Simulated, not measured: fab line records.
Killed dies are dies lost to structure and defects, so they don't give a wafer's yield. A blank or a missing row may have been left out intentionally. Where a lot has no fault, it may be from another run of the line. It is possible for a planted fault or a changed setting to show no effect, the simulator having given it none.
Problem report in the 8D (eight disciplines) form, filled by code :: flow gf180mcu :: the parts of the form that need people (team, actions taken, sign-off) are left out

== 1. WHAT WENT WRONG ==
Mean V4_CVD_00_THK at GF_V4_THK_MEAS_01: 510 nm over 2 wafers in 2 lots; fault-free wafers: 600 nm, standard deviation 8.2. That is -11 standard deviations from the usual mean.
Earliest sighting: wafer L141.5 on film-metro-02 at day 28 00:14. Wafers with a number at this step in the record: 39, from 13 lots. Rule for "out" (also "out of limits"): further than 4 standard deviations from the usual mean. Any other wafer with a number is counted as sound.

== 2. WHAT IT IS, AND WHAT IT ISN'T ==
question: which readings at this step
is: V4_CVD_00_THK
is not: -

question: which lots
is: L141, L142
is not: L129, L130, L131, L132, L133, L134, L137, L138, L139, L147, L151

question: which wafers of those lots
is: L141.5, L142.6
is not: L141.4, L141.6, L142.2, L142.5

question: read on which gauges
is: film-metro-02
is not: film-metro-01, film-metro-04

question: when
is: from day 28 00:14
is not: up to then (29 sound wafers); but 8 sound wafers of L142, L147, L151 came after

== 3. WHAT RULES OUT EACH SUSPECT ==
Counting: a tool at a process step up to the reading stays a suspect if it ran every lot that is out. Sound lots after the first of them don't rule it out here, since some wafers of a struck lot are sound.
- the gauge at GF_V4_THK_MEAS_01 is ruled out. All the wafers that are out were read on film-metro-02, but those of them that GF_V4_CVD_00 has rows for are out there too, on other tools.
- pecvd-01 at GF_V3_CVD_02 (deposits SiO2 from TEOS, target thk 850 nm, time 94.851 s): kept. It ran every lot that is out, first L141 (day 26 03:50).
- hdpcvd-01 at GF_V4_CVD_00 (deposits SiO2, target thk 600 nm, time 100 s): kept. Every lot that is out went through it, the first being L141 (day 28 00:10); the last sound lot it ran before that was L139 (day 27 07:06). Its own readings are out on those wafers: sih4-flow-sccm.
- hdpcvd-01, GF_V4_CVD_00: wafers that are out in chamber 1, sound lot-mates in chambers 0, 2.
What counting leaves: pecvd-01 at GF_V3_CVD_02 and hdpcvd-01 at GF_V4_CVD_00.

== 4. THE CAUSE (what the simulator had put in) ==
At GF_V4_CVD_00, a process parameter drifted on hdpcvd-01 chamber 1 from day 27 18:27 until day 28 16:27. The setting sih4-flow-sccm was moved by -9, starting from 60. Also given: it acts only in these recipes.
After counting, 2 suspects remain, this tool included.

== 5. THE EFFECT CHAIN, in route order ==
Rows list readings where the struck wafers' mean (over those with a number) sits beyond 3 standard deviations from the usual. Scope: only readings with a usual standard deviation given in the record; hours: median across lots of the time from each lot's start at the first step in this table that gives one to its start at this step; sigmas: change in usual standard deviations.
hours: 0
step: GF_V4_CVD_00
reading: sih4-flow-sccm
usual: 60.00 sccm
on struck wafers: 50.91
change: -9.09
sigmas: -57

hours: 0
step: GF_V4_THK_MEAS_01
reading: V4_CVD_00_THK
usual: 600 nm
on struck wafers: 510
change: -90
sigmas: -11
Its process steps:
- GF_V4_CVD_00: deposits SiO2, target thk 600 nm, time 100 s.

== 6. HOW IT WOULD HAVE BEEN CAUGHT EARLIER ==
Counted from the fault's start at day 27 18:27, it took 6 hours until the first out-of-limits reading at a measuring or inspecting step in this record, taken at day 28 00:14.
At GF_V4_CVD_00, the tool's own readings (sih4-flow-sccm) were out on each struck wafer the step has a row for, so an alarm limit on them would have fired on the first such wafer.
Among the 2 lots that are out, L142 began GF_V4_CVD_00 on hdpcvd-01 after day 28 00:14. Had the tool been put on hold then, it would have been spared.
